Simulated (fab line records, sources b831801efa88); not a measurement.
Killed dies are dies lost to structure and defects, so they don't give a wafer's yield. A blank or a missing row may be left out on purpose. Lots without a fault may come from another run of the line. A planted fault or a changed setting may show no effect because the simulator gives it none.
Which tool did it? | flow gf180mcu | 6 lots, 18 wafers sampled, at 1 step of a route of 602

WHAT THE GAUGES READ, wafer by wafer
GF_M1_THK_MEAS_06: measures by xrf.
lot  | measured     | on            | M1_ALCU_THK (nm)
L940 | day 17 19:28 | film_metro-04 | 452 445 442
L946 | day 20 05:22 | film_metro-02 | 455 449 455
L949 | day 21 09:07 | film_metro-02 | 448 458 449
L954 | day 23 11:56 | film_metro-04 | 441 446 442
L955 | day 23 14:38 | film_metro-04 | 429 442 435
L958 | day 24 09:53 | film_metro-04 | 440 439 440

WHICH TOOL RAN EACH LOT (tool, then ch and the chambers of the sampled wafers, then the start)
The record holds no process step before these readings.

THE ANSWER, worked out from the rows above alone
Rule: what is usual is taken from the lots themselves. Put in order of their means at a reading, lots are off if they are a third of the lots or fewer, leave a main group of 4 or more, and stand apart from it by a gap of 3 or more times the standard deviation of the main group's means; of several such gaps the widest counts. A main group whose means are all the same, to the digits that the tables above print for the reading, isn't used. A lot without any number at a reading at which 4 lots or more have one is off too. The other lots that the step has rows for count as sound.
No lot is off at any reading shown: from this, nothing can be told.

WHAT THE SIMULATOR HAD PUT IN
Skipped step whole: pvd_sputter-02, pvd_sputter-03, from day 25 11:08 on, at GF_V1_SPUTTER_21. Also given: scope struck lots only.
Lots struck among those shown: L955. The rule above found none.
